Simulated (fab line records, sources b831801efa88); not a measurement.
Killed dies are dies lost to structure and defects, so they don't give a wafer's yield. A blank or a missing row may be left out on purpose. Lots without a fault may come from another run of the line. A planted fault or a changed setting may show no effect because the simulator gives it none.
One fault seen from 2 desks | flow sfq_line | each desk has only its own numbers; what lay behind them comes last

THE TOOL OWNER'S DESK: pvd_sputter-04
The tool's own readings at SFQ_TRILAYER_M3_DEP_SPUTTER_073 (material Nb, target thk 200 nm, time 133.3 s): means of the sampled wafers that have a number, for each lot that ran on this tool. A lot is out of limits, marked OUT, if its mean lies more than 4 standard deviations from the usual mean; the brackets give that distance.
Columns: A = cathode_dc_power_W at SFQ_TRILAYER_M3_DEP_SPUTTER_073, usual 2000.0 W; B = throttle_valve_pct at SFQ_TRILAYER_M3_DEP_SPUTTER_073, usual 30.5 %
lot  | first seen here | A      | B
L224 | day 30 06:53    | 1999.7 | 30.4
L225 | day 30 13:05    | 2000.1 | 31.0
L227 | day 31 04:12    | 1999.8 | 30.5
L232 | day 32 19:48    | 1999.8 | 30.8
L234 | day 33 21:53    | 1999.8 | 31.2
L235 | day 34 06:16    | 2000.0 | 30.1
L236 | day 34 16:05    | 1999.9 | 30.9
L242 | day 37 23:04    | 2000.1 | 31.0
L244 | day 38 13:36    | 2000.0 | 31.0
L246 | day 39 14:55    | 1999.8 | 31.0
This desk's finding: nothing out of limits on any of the 10 lots.

THE METROLOGY DESK
What the gauges read, lot by lot, whatever tool the lot ran on: means of the sampled wafers that have a number. A lot is out of limits, marked OUT, if its mean lies more than 4 standard deviations from the usual mean; the brackets give that distance.
Columns: A = M3_NB_RS at SFQ_M3_RS_MEAS_919, usual 0.891 ohm/sq
lot  | first seen here | A
L224 | day 30 06:59    | 0.896
L225 | day 30 13:11    | 0.885
L227 | day 31 04:20    | 0.888
L231 | day 32 18:43    | 0.892
L232 | day 32 19:55    | 0.893
L234 | day 33 21:58    | 0.706 (-21) OUT
L235 | day 34 06:22    | 0.703 (-21) OUT
L236 | day 34 16:10    | 0.709 (-20) OUT
L240 | day 37 04:16    | 0.893
L242 | day 37 23:10    | 0.907
L243 | day 38 12:31    | 0.900
L244 | day 38 13:41    | 0.907
L245 | day 39 05:19    | 0.889
L246 | day 39 15:03    | 0.897
L247 | day 40 00:38    | 0.896
This desk's finding: out of limits on L234, L235, L236; first on L234, day 33 21:58 (M3_NB_RS at SFQ_M3_RS_MEAS_919). In limits: L224, L225, L227, L231, L232, L240, L242, L243, L244, L245, L246, L247.

PUT TOGETHER
The metrology desk could have raised an alarm at day 33 21:58, on L234, L235, L236.
The tool owner's desk saw nothing out of limits.
The tool owner's desk has L234, L235, L236 on record, within its limits.
Of the lots named, all ran SFQ_TRILAYER_M3_DEP_SPUTTER_073 on pvd_sputter-04.

WHAT THE SIMULATOR HAD PUT IN
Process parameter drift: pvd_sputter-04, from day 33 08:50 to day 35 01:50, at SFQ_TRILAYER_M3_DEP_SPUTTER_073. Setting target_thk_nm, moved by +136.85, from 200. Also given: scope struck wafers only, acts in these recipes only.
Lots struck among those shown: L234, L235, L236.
Hours from the fault's start to each desk's first reading out of limits: the metrology desk, 13.
